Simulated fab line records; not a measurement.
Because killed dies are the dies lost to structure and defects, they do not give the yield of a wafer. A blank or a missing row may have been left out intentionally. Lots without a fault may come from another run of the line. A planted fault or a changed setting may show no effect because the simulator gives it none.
Which tool did it? + flow sky130 + at 1 step of a route of 708, 7 lots with 21 wafers sampled

WHAT THE GAUGES READ, wafer by wafer
SKY_FIELD_ISO_THK_MEAS_04.
| lot  | measured    | on            | FIELD_ISO_CVD_03_THK (nm) |
|------|-------------|---------------|---------------------------|
| L835 | day 2 07:10 | film metro-02 | 166.9 166.5 166.4         |
| L837 | day 2 16:10 | film metro-03 | 168.2 169.1 168.9         |
| L840 | day 3 09:17 | film metro-02 | 165.6 166.5 166.7         |
| L844 | day 4 02:16 | film metro-01 | 165.6 163.5 164.8         |
| L847 | day 4 17:28 | film metro-01 | 166.4 165.8 165.7         |
| L849 | day 5 03:18 | film metro-01 | 163.4 163.5 162.9         |
| L854 | day 6 04:40 | film metro-02 | 165.1 165.0 162.8         |

WHAT TOOL EACH LOT RAN ON (gives the tool, then ch and the chambers of the sampled wafers, and finally the start)
The record holds no process step before these readings.

THE ANSWER, worked out from the rows above alone
Rule: the usual values come from the lots themselves. The widest of any qualifying gaps counts: lots, ordered by their means at a reading, are off when they make up no more than a third of the lots, leave a main group of 4 or more, and stand apart from it by 3 or more times the standard deviation of that group's means. The tables above print the reading to a certain number of digits; a main group whose means all agree to those digits is not used. A lot without any number at a reading at which 4 lots or more have one is off too. All remaining lots with rows at the step are treated as sound.
Across all readings shown, no lot is off: no conclusion can be drawn from this.

WHAT WAS PUT IN BY THE SIMULATOR
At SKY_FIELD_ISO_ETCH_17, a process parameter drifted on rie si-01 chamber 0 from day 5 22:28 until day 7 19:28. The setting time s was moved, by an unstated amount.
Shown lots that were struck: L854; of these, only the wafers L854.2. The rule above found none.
